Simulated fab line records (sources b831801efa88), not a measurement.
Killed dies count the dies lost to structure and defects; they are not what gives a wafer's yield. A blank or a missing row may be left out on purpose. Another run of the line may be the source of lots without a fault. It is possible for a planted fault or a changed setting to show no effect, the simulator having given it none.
Chamber matching / flow gf180mcu / GF_STI_CVD_23 on hdpcvd-01 has 3 sister chambers
The step deposits SiO2, target thk 650 nm, time 108.3 s. 6 wafers are shown with their chamber, then 7 later ones without.

## WAFERS PAIRED WITH THEIR CHAMBERS
wafer=L542.1; chamber=2; susceptor_temp_C (C)=600.00
wafer=L543.1; chamber=2; susceptor_temp_C (C)=599.99
wafer=L543.2; chamber=0; susceptor_temp_C (C)=600.02
wafer=L543.3; chamber=1; susceptor_temp_C (C)=599.51
wafer=L544.1; chamber=1; susceptor_temp_C (C)=599.44
wafer=L544.4; chamber=0; susceptor_temp_C (C)=600.05

## WAFERS MISSING THEIR CHAMBER
wafer=L544.5; susceptor_temp_C (C)=599.97
wafer=L551.1; susceptor_temp_C (C)=599.81
wafer=L551.4; susceptor_temp_C (C)=599.96
wafer=L551.5; susceptor_temp_C (C)=600.33
wafer=L552.1; susceptor_temp_C (C)=600.12
wafer=L552.3; susceptor_temp_C (C)=599.98
wafer=L552.4; susceptor_temp_C (C)=599.72

## WHICH CHAMBER EACH ONE RAN IN
wafer=L544.5; from the rows above=can't be placed: 2 or 0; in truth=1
wafer=L551.1; from the rows above=can't be placed: 2 or 0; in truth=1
wafer=L551.4; from the rows above=can't be placed: 2 or 0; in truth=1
wafer=L551.5; from the rows above=can't be placed: 0 or 2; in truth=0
wafer=L552.1; from the rows above=can't be placed: 0 or 2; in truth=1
wafer=L552.3; from the rows above=can't be placed: 2 or 0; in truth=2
wafer=L552.4; from the rows above=can't be placed: 1 or 2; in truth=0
Correctly placed: 0 of 7. Not placeable from these rows: 7 (in 2, the candidates include the true chamber). Number placed wrongly: 0.
How it was worked out, from the rows above alone: a wafer's distance from a chamber is the root of the sum, over the readings, of the square of ((its reading less the chamber's mean) divided by the reading's scatter). The wafer belongs to the nearest chamber; if the next one is less than 2 further off, it can't be placed. A chamber's mean is the mean of its shown wafers. The scatter is the square root of a quotient: the sum, over the shown wafers, of each reading's squared deviation from its chamber's mean, divided by wafers minus chambers.
